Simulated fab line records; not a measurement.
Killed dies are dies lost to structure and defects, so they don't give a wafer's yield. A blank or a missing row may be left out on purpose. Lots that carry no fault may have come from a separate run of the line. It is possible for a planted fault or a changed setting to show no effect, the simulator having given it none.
fab line records -- flow sky130
[record] lots = 13, wafers = 39, last-day = 50
route steps=708 shown RES_XHIGH@336 VIA4@650 METAL5@675 PAD_OPEN@701
lots that met no fault: from a run of the same line without faults
start-h: start of the lot's first displayed wafer, in hours after the record's first day -- wait-h: hours from the lot's prior step to this one -- " the same as in the row above -- L1.1+2: several wafers, shown together as one row -- - no value, or no start given -- * or withheld: withheld -- < > ~ a bound
route shown NAME@n: a module of which the file shows steps, and the number in the route of the first -- usual: mean/standard deviation of fault-free wafers -- same: alike in all rows -- chamber/n: place in a boat -- sites: per-site readings -- _std_site: the values' standard deviation -- _edge_site: inner sites' mean taken away from outer sites' mean -- radius-mm: for every site, how far away it sits from the centre of the wafer -- mask NAME#n: copy n -- behind: the most recent tool/chamber to have shaped the wafer -- hold: cause of the lot's hold/its duration in hours/its outcome -- device: the n, p or np transistor that did not switch -- end of line: tests run on the same wafers once the route is complete -- step lacking rows: just its recipe -- killed: at the first sort, the dies lost to defects and structure; wafer yield is something else -- map: shows each die of a wafer: x if killed, . if not, _ if none is there
set.NAME: the setting as run; set.NAME@STEP: as run at that earlier step -- model.NAME: the simulator's own value behind a step, which no gauge read
a sample of lots followed through the steps of the route, with each step as a table and each wafer as a row
services: a tool's chamber out of use, with start hour (start-h, from the record's first day; less than 0 if before it), hours out, and reason
[[steps]]
[step SKY_RES_XHIGH_EXPOSE_04]
[recipe] mask-id = URPM, na = 0.6, source-shape = conventional, sigma-outer = 0.6, polarization = unpolarized, target-cd-nm = 1270, dose-mj = 140
[usual] exposure-dose-mJ-cm2 = 140.00/0.14, reticle-temp-C = 22.99/0.1
lot.wafer,tool,chamber,start-h,wait-h,mask,exposure-dose-mJ-cm2,reticle-temp-C
L648.2,iline-stepper-02,0,595.45,-,URPM#0,139.90,22.96
L648.3,iline-stepper-02,0,595.45,-,URPM#0,139.86,23.06
L648.5,iline-stepper-02,0,595.45,-,URPM#0,139.94,23.06
L651.2,iline-stepper-01,0,627.12,-,URPM#0,140.17,23.04
L651.5,iline-stepper-01,0,627.12,-,URPM#0,140.18,23.01
L651.6,iline-stepper-01,0,627.12,-,URPM#0,139.89,23.05
L649.2,iline-stepper-02,0,627.42,-,URPM#0,140.11,22.63
L649.3,iline-stepper-02,0,627.42,-,URPM#0,139.98,22.86
L649.4,iline-stepper-02,0,627.42,-,URPM#0,139.83,22.80
L650.1,iline-stepper-01,0,627.73,-,URPM#0,139.60,22.98
L650.5,iline-stepper-01,0,627.73,-,URPM#0,139.52,22.98
L650.6,iline-stepper-01,0,627.73,-,URPM#0,139.82,22.90
L652.2,iline-stepper-02,0,639.17,-,URPM#0,139.79,23.04
L652.3,iline-stepper-02,0,639.17,-,URPM#0,139.89,23.02
L652.4,iline-stepper-02,0,639.17,-,URPM#0,139.83,23.03
L653.1,iline-stepper-01,0,643.08,-,URPM#0,140.00,23.08
L653.2,iline-stepper-01,0,643.08,-,URPM#0,139.95,23.00
L653.6,iline-stepper-01,0,643.08,-,URPM#0,140.10,23.17
L654.2,iline-stepper-01,0,650.20,-,URPM#0,140.06,23.10
L654.4,iline-stepper-01,0,650.20,-,URPM#0,140.03,23.08
L654.6,iline-stepper-01,0,650.20,-,URPM#0,139.95,22.91
L656.3,iline-stepper-02,0,667.52,-,URPM#0,140.05,23.13
L656.4,iline-stepper-02,0,667.52,-,URPM#0,139.87,23.07
L656.5,iline-stepper-02,0,667.52,-,URPM#0,140.00,23.23
L659.1,iline-stepper-02,0,697.60,-,URPM#0,139.89,22.92
L659.3,iline-stepper-02,0,697.60,-,URPM#0,139.95,22.91
L659.6,iline-stepper-02,0,697.60,-,URPM#0,140.13,22.99
L660.1,iline-stepper-01,0,705.08,-,URPM#0,140.00,23.04
L660.2,iline-stepper-01,0,705.08,-,URPM#0,140.15,22.96
L660.6,iline-stepper-01,0,705.08,-,URPM#0,139.98,22.94
L665.1,iline-stepper-02,0,752.53,-,URPM#0,139.96,22.85
L665.2,iline-stepper-02,0,752.53,-,URPM#0,139.96,22.88
L665.6,iline-stepper-02,0,752.53,-,URPM#0,139.98,22.83
L670.1,iline-stepper-02,0,797.28,-,URPM#0,139.90,22.94
L670.4,iline-stepper-02,0,797.28,-,URPM#0,140.13,23.00
L670.5,iline-stepper-02,0,797.28,-,URPM#0,140.00,22.92
L669.1,iline-stepper-02,0,797.63,-,URPM#0,140.14,23.14
L669.5,iline-stepper-02,0,797.63,-,URPM#0,140.04,23.17
L669.6,iline-stepper-02,0,797.63,-,URPM#0,140.10,23.10
[step SKY_VIA4_OVL_MEAS_11]
[usual] VIA4_OVL = 0.7/1.8
lot.wafer,tool,chamber,start-h,wait-h,VIA4_OVL[nm]
L648.2,overlay-01,-,997.06,0.1,-0.7
L648.3,overlay-01,-,997.06,0.1,2.0
L648.5,overlay-01,-,997.06,0.1,-0.5
L649.2,overlay-01,-,1022.54,0.1,0.6
L649.3,overlay-01,-,1022.54,0.1,0.7
L649.4,overlay-01,-,1022.54,0.1,0.5
L651.2,overlay-01,-,1024.59,0.1,-0.8
L651.5,overlay-01,-,1024.59,0.1,-0.5
L651.6,overlay-01,-,1024.59,0.1,-1.5
L650.1,overlay-02,-,1025.89,0.1,1.2
L650.5,overlay-02,-,1025.89,0.1,-0.3
L650.6,overlay-02,-,1025.89,0.1,1.6
L652.2,overlay-01,-,1034.56,0.1,0.1
L652.3,overlay-01,-,1034.56,0.1,3.9
L652.4,overlay-01,-,1034.56,0.1,3.1
L653.1,overlay-01,-,1035.53,0.1,3.8
L653.2,overlay-01,-,1035.53,0.1,2.6
L653.6,overlay-01,-,1035.53,0.1,2.8
L654.2,overlay-01,-,1040.55,0.1,1.0
L654.4,overlay-01,-,1040.55,0.1,-0.1
L654.6,overlay-01,-,1040.55,0.1,1.3
L656.3,overlay-02,-,1057.84,0.1,0.8
L656.4,overlay-02,-,1057.84,0.1,2.6
L656.5,overlay-02,-,1057.84,0.1,0.6
L659.1,overlay-01,-,1079.44,0.1,-2.1
L659.3,overlay-01,-,1079.44,0.1,-4.2
L659.6,overlay-01,-,1079.44,0.1,-1.1
L660.1,overlay-01,-,1080.68,0.1,2.6
L660.2,overlay-01,-,1080.68,0.1,2.9
L660.6,overlay-01,-,1080.68,0.1,3.9
L665.1,overlay-01,-,1123.03,0.1,0.7
L665.2,overlay-01,-,1123.03,0.1,1.7
L665.6,overlay-01,-,1123.03,0.1,1.3
L670.1,overlay-02,-,1148.79,0.1,-0.4
L670.4,overlay-02,-,1148.79,0.1,-0.5
L670.5,overlay-02,-,1148.79,0.1,0.2
L669.1,overlay-01,-,1152.14,0.1,1.4
L669.5,overlay-01,-,1152.14,0.1,1.1
L669.6,overlay-01,-,1152.14,0.1,1.1
[step SKY_METAL5_DESCUM_14]
[recipe] chemistry = O2, source-power-w = 150, bias-power-w = 0, pressure-mtorr = 10, temp-c = 40, time-s = 11
[usual] drypump-motor-current-A = 5.8/0.4, oes-product-au = 0.999/0.0087
[same] time-s = 11
lot.wafer,tool,chamber,start-h,wait-h,drypump-motor-current-A,oes-product-au,rf-hours-counter-h
L648.2,rie-metal-03,1,1021.89,0.1,5.4,0.999,14
L648.3,rie-metal-03,0,1021.89,0.1,6.0,1.000,-
L648.5,rie-metal-03,1,1021.89,0.1,5.4,0.997,-
L649.2,rie-metal-03,0,1046.18,0.1,6.0,1.004,8
L649.3,rie-metal-03,1,1046.18,0.1,5.4,1.002,-
L649.4,rie-metal-03,0,1046.18,0.1,6.0,1.006,-
L651.2,rie-metal-04,1,1048.18,0.1,5.4,0.998,10
L651.5,rie-metal-04,0,1048.18,0.1,6.4,1.009,-
L651.6,rie-metal-04,1,1048.18,0.1,5.4,0.991,-
L650.1,rie-metal-02,1,1050.33,0.1,5.9,1.001,23
L650.5,rie-metal-02,1,1050.33,0.1,6.0,0.982,-
L650.6,rie-metal-02,1,1050.33,0.1,5.9,0.996,-
L652.2,rie-metal-02,1,1057.59,0.1,6.0,0.995,24
L652.3,rie-metal-02,1,1057.59,0.1,5.9,0.996,-
L652.4,rie-metal-02,0,1057.59,0.1,5.1,1.003,-
L653.1,rie-metal-03,1,1058.93,0.1,5.4,1.009,16
L653.2,rie-metal-03,0,1058.93,0.1,6.0,1.013,8
L653.6,rie-metal-03,0,1058.93,0.1,6.0,1.009,-
L654.2,rie-metal-02,0,1062.73,0.1,5.1,1.015,1
L654.4,rie-metal-02,1,1062.73,0.1,5.9,1.006,-
L654.6,rie-metal-02,1,1062.73,0.1,6.0,0.997,-
L656.3,rie-metal-02,1,1080.05,0.1,5.9,0.990,-
L656.4,rie-metal-02,1,1080.05,0.1,5.9,0.995,-
L656.5,rie-metal-02,1,1080.05,0.1,5.9,0.994,-
L659.1,rie-metal-04,1,1102.54,0.1,5.4,0.980,14
L659.3,rie-metal-04,1,1102.54,0.1,5.4,0.990,-
L659.6,rie-metal-04,1,1102.54,0.1,5.4,0.990,-
L660.1,rie-metal-03,0,1103.14,0.1,6.0,0.994,12
L660.2,rie-metal-03,1,1103.14,0.1,5.4,0.993,19
L660.6,rie-metal-03,1,1103.14,0.1,5.4,0.988,-
L665.1,rie-metal-02,0,1143.23,0.1,5.1,1.006,9
L665.2,rie-metal-02,1,1143.23,0.1,6.0,0.994,1
L665.6,rie-metal-02,1,1143.23,0.1,6.0,0.997,-
L670.1,rie-metal-04,1,1168.33,0.1,5.4,0.985,19
L670.4,rie-metal-04,1,1168.33,0.1,5.4,0.992,-
L670.5,rie-metal-04,0,1168.33,0.1,6.3,0.993,-
L669.1,rie-metal-02,1,1170.23,0.1,6.0,0.998,4
L669.5,rie-metal-02,1,1170.23,0.1,5.9,1.000,-
L669.6,rie-metal-02,0,1170.23,0.1,5.1,1.002,-
[step SKY_PAD_OPEN_ETCH_07]
[recipe] chemistry = CF4/O2, target-depth-nm = 725, stop-on = AlCu, source-w = 800, bias-w = 150, pressure-mtorr = 150, cf4-flow-sccm = 80, O2_flow_sccm = 10, time-s = 154
[usual] drypump-motor-current-A = 5.9/0.52, oes-product-au = 0.992/0.0072, throttle-valve-pct = 5.969/0.0093
[same] time-s = 154
lot.wafer,tool,chamber,start-h,wait-h,drypump-motor-current-A,oes-product-au,rf-hours-counter-h,throttle-valve-pct
L648.2,rie-diel-04,0,1065.80,-,5.9,0.990,11,5.956
L648.3,rie-diel-04,2,1065.80,-,6.9,1.000,17,5.980
L648.5,rie-diel-04,0,1065.80,-,5.9,0.989,-,5.959
L649.2,rie-diel-01,0,1089.44,-,5.7,0.984,27,5.970
L649.3,rie-diel-01,2,1089.44,-,6.2,0.992,17,5.968
L649.4,rie-diel-01,1,1089.44,-,6.3,1.001,23,5.967
L651.2,rie-diel-01,3,1091.54,-,6.1,1.001,20,5.961
L651.5,rie-diel-01,2,1091.54,-,6.2,0.999,-,5.977
L651.6,rie-diel-01,3,1091.54,-,6.1,0.995,-,5.969
L650.1,rie-diel-04,0,1094.54,-,5.9,0.978,12,5.966
L650.5,rie-diel-04,3,1094.54,-,6.0,0.996,-,5.978
L650.6,rie-diel-04,2,1094.54,-,6.9,0.989,-,5.976
L652.2,rie-diel-04,1,1101.54,-,5.5,0.993,9,5.979
L652.3,rie-diel-04,0,1101.54,-,5.8,0.976,13,5.962
L652.4,rie-diel-04,2,1101.54,-,6.9,0.991,19,5.955
L653.1,rie-diel-01,2,1101.89,-,6.2,0.990,18,5.979
L653.2,rie-diel-01,3,1101.89,-,6.1,0.986,20,5.970
L653.6,rie-diel-01,0,1101.89,-,5.7,0.996,-,5.959
L654.2,rie-diel-03,0,1104.95,-,4.7,0.984,14,5.974
L654.4,rie-diel-03,3,1104.95,-,5.2,0.991,8,5.983
L654.6,rie-diel-03,3,1104.95,-,5.1,0.981,-,5.986
L656.3,rie-diel-01,3,1121.69,-,6.1,1.001,21,5.965
L656.4,rie-diel-01,2,1121.69,-,6.2,0.993,-,5.974
L656.5,rie-diel-01,1,1121.69,-,6.3,0.991,-,5.985
L659.1,rie-diel-03,0,1141.93,-,4.6,0.986,16,5.966
L659.3,rie-diel-03,3,1141.93,-,5.2,0.988,9,5.973
L659.6,rie-diel-03,0,1141.93,-,4.7,0.985,-,5.967
L660.1,rie-diel-04,0,1142.93,-,5.9,0.984,14,5.966
L660.2,rie-diel-04,1,1142.93,-,5.4,0.986,10,5.965
L660.6,rie-diel-04,3,1142.93,-,6.0,0.995,-,5.969
L665.1,rie-diel-04,3,1179.54,-,6.0,0.992,20,5.970
L665.2,rie-diel-04,2,1179.54,-,6.8,1.002,22,5.969
L665.6,rie-diel-04,1,1179.54,-,5.5,0.989,-,5.962
L670.1,rie-diel-04,1,1202.13,-,5.5,0.989,13,5.966
L670.4,rie-diel-04,2,1202.13,-,6.8,0.999,23,5.974
L670.5,rie-diel-04,2,1202.13,-,6.8,0.992,-,5.967
L669.1,rie-diel-01,1,1203.79,-,6.3,0.986,27,5.966
L669.5,rie-diel-01,1,1203.79,-,6.3,0.988,-,5.994
L669.6,rie-diel-01,0,1203.79,-,5.7,0.993,-,5.968
[step SKY_PAD_OPEN_PROBE_99]
[usual] killed_at_M0_to_M3 = 43/6.8, killed_at_M4_up = 3.2/1.7, killed-at-contacts = 24/5.6, killed-at-front-end = 15/4.7, killed-at-other = 0.3/0.59, killed-dies = 86/10, killed-open = 47/6.8, killed-short = 39/6.4
[same] gross-dies = 492, killed-at-back-side = 0
lot.wafer,tool,chamber,start-h,wait-h,killed_at_M0_to_M3,killed_at_M4_up,killed-at-contacts,killed-at-front-end,killed-at-other,killed-dies,killed-open,killed-short
L665.1,prober-02,-,1182.06,0.1,41,3,23,21,8,96,45,44
L665.2,prober-02,-,1182.11,0.1,32,3,25,19,7,86,47,32
L665.6,prober-02,-,1182.31,0.2,37,3,23,13,9,85,46,31
L670.1,prober-01,-,1204.60,0.1,43,2,25,17,12,99,46,40
L670.4,prober-01,-,1204.75,0.2,42,2,24,16,5,89,52,31
L670.5,prober-01,-,1204.80,0.2,44,3,22,17,5,91,44,42
L669.1,prober-02,-,1206.11,0.1,39,2,23,18,3,85,51,31
L669.5,prober-02,-,1206.31,0.2,47,6,26,19,9,107,49,49
L669.6,prober-02,-,1206.36,0.2,48,1,31,15,8,103,48,47
// killed by level:class
L665.1 POLY_GATE:geometric-particle:short=8 CONTACT:geometric-particle:open=8 CONTACT:geometric-particle:short=7 VIA1:geometric-particle:open=7 VIA3:geometric-particle:open=7 RES_XHIGH:overlay=7 VIA2:geometric-particle:open=6 METAL1:geometric-particle:short=5
L665.2 CONTACT:geometric-particle:open=11 RES_XHIGH:overlay=7 LI_CONTACT:geometric-particle:open=6 VIA2:geometric-particle:open=6 VIA1:geometric-particle:open=6 FIELD_ISO:geometric-particle:open=4 LOCAL_INTERCONNECT:geometric-particle:short=4 VIA3:geometric-particle:open=4
L665.6 VIA1:geometric-particle:open=11 CONTACT:geometric-particle:open=9 RES_XHIGH:overlay=8 VIA1:geometric-particle:short=7 VIA3:geometric-particle:open=6 CONTACT:geometric-particle:short=5 METAL1:geometric-particle:short=4 METAL2:geometric-particle:short=4
L670.1 RES_XHIGH:overlay=12 VIA1:geometric-particle:open=10 VIA3:geometric-particle:open=8 CONTACT:geometric-particle:short=8 LI_CONTACT:geometric-particle:open=7 CONTACT:geometric-particle:open=7 VIA1:geometric-particle:short=6 FIELD_ISO:geometric-particle:open=5
L670.4 FIELD_ISO:geometric-particle:open=9 VIA1:geometric-particle:open=9 LI_CONTACT:geometric-particle:open=7 METAL1:geometric-particle:short=7 CONTACT:geometric-particle:open=6 VIA2:geometric-particle:open=6 VIA3:geometric-particle:open=5 RES_XHIGH:overlay=5
L670.5 VIA1:geometric-particle:open=14 METAL1:geometric-particle:short=9 LI_CONTACT:geometric-particle:open=7 LOCAL_INTERCONNECT:geometric-particle:short=6 VIA2:geometric-particle:open=6 RES_XHIGH:overlay=5 FIELD_ISO:geometric-particle:short=4 FIELD_ISO:geometric-particle:open=3
L669.1 VIA1:geometric-particle:open=12 CONTACT:geometric-particle:open=11 LI_CONTACT:geometric-particle:open=7 POLY_GATE:geometric-particle:open=6 METAL2:geometric-particle:short=6 METAL1:geometric-particle:short=5 VIA3:geometric-particle:open=5 POLY_GATE:geometric-particle:short=4
L669.5 FIELD_ISO:geometric-particle:short=10 VIA2:geometric-particle:open=10 CONTACT:geometric-particle:open=9 VIA1:geometric-particle:open=9 RES_XHIGH:overlay=9 LI_CONTACT:geometric-particle:open=8 VIA1:geometric-particle:short=7 METAL3:geometric-particle:short=5
L669.6 LI_CONTACT:geometric-particle:open=8 VIA1:geometric-particle:open=8 CONTACT:geometric-particle:open=8 METAL2:geometric-particle:short=8 VIA2:geometric-particle:open=8 RES_XHIGH:overlay=8 CONTACT:geometric-particle:short=7 METAL1:geometric-particle:short=7
[[services]]
tool,chamber,start-h,hours,kind
iline-stepper-01,-,584.19,2.1,pm
iline-stepper-01,-,602.14,1.7,pm
iline-stepper-02,-,611.03,3.8,repair
rie-diel-04,0,640.59,2.4,repair
rie-diel-04,-,642.12,0.4,repair
iline-stepper-02,-,669.96,4.3,pm
rie-metal-02,1,686.65,5.3,repair
iline-stepper-02,-,700.93,1.7,pm
rie-diel-04,-,772.85,2.8,pm
rie-diel-04,2,775.69,1.5,repair
rie-metal-02,1,785.09,10.1,repair
rie-diel-04,0,840.28,5.1,repair
rie-diel-04,0,906.36,2.4,repair
iline-stepper-02,-,919.11,1.7,pm
iline-stepper-02,-,940.63,3.3,repair
rie-metal-02,-,960.59,2.8,pm
rie-diel-04,3,966.61,9.7,repair
rie-diel-04,2,979.52,9.5,repair
rie-diel-04,3,1065.48,12.2,repair
rie-diel-04,0,1068.33,2.3,repair
rie-metal-02,0,1070.93,26.7,repair
iline-stepper-02,-,1137.29,1.7,pm
iline-stepper-02,-,1151.15,0.8,repair
rie-diel-04,3,1195.09,6.0,repair
[[key]]
[first-sign] step = SKY_PAD_OPEN_PROBE_99, reading = killed-at-other, direction = up, sigmas = 7, usual = 0.3, struck = 7.3
effect none on later readings
met-at SKY_RES_XHIGH_EXPOSE_04
struck-lots L665,L669,L670
tester-left-out L665,L669,L670
not-acting-at SKY_VIA4_OVL_MEAS_11,SKY_METAL5_DESCUM_14,SKY_PAD_OPEN_ETCH_07
onset-between 697.60 752.53
also-fits time
[fault] kind = scanner-matching-overlay, tool = iline-stepper-02, chamber = -, onset-h = 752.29, steps = SKY_RES_XHIGH_EXPOSE_04, offset = 232.61
// tester-left-out: of these lots the tester's yield and bins aren't shown, on N5 and GAA mostly nor the transistor test; their killed dies are dies lost to structure and defects alone, not to doping, threshold or leakage, so they don't give the yield
